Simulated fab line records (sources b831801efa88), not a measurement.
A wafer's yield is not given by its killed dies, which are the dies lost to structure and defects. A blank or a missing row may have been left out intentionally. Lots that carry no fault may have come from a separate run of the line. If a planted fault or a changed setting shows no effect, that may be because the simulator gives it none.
Which tool did it? + flow gf180mcu + 7 lots (21 wafers sampled), 1 step of a 602-step route

## WHAT EACH GAUGE READ, for each wafer
GF_HV_LDD_OVL_MEAS_47.
| lot  | measured     | on         | HV_LDD_03_OVL (nm) |
|------|--------------|------------|--------------------|
| L149 | day 12 18:50 | overlay-02 | 1.7 0.6 1.8        |
| L151 | day 13 22:56 | overlay-02 | -3.3 -1.2 -2.6     |
| L156 | day 15 11:26 | overlay-02 | -0.1 -0.2 -0.9     |
| L162 | day 17 12:09 | overlay-02 | 1.9 -1.4 1.8       |
| L163 | day 18 03:28 | overlay-01 | 0.6 -1.0 1.4       |
| L167 | day 19 08:32 | overlay-01 | -1.0 -1.2 -1.7     |
| L169 | day 19 17:46 | overlay-01 | -0.2 -0.8 -2.8     |

## WHAT TOOL EACH LOT RAN ON (gives the tool, then ch and the chambers of the sampled wafers, and finally the start)
Record: no process step prior to these readings.

## THE ANSWER, worked out from the rows above alone
Rule: the usual values come from the lots themselves. Put in order of their means at a reading, lots are off if they are a third of the lots or fewer, leave a main group of 4 or more, and stand apart from it by a gap of 3 or more times the standard deviation of the main group's means; of several such gaps the widest counts. A main group whose means are all the same, to the digits that the tables above print for the reading, isn't used. Also off: a lot with no number at a reading for which 4 or more lots have one. All remaining lots with rows at the step are treated as sound.
Nothing can be told from this: no lot is off at any reading shown.

## WHAT WAS PUT IN BY THE SIMULATOR
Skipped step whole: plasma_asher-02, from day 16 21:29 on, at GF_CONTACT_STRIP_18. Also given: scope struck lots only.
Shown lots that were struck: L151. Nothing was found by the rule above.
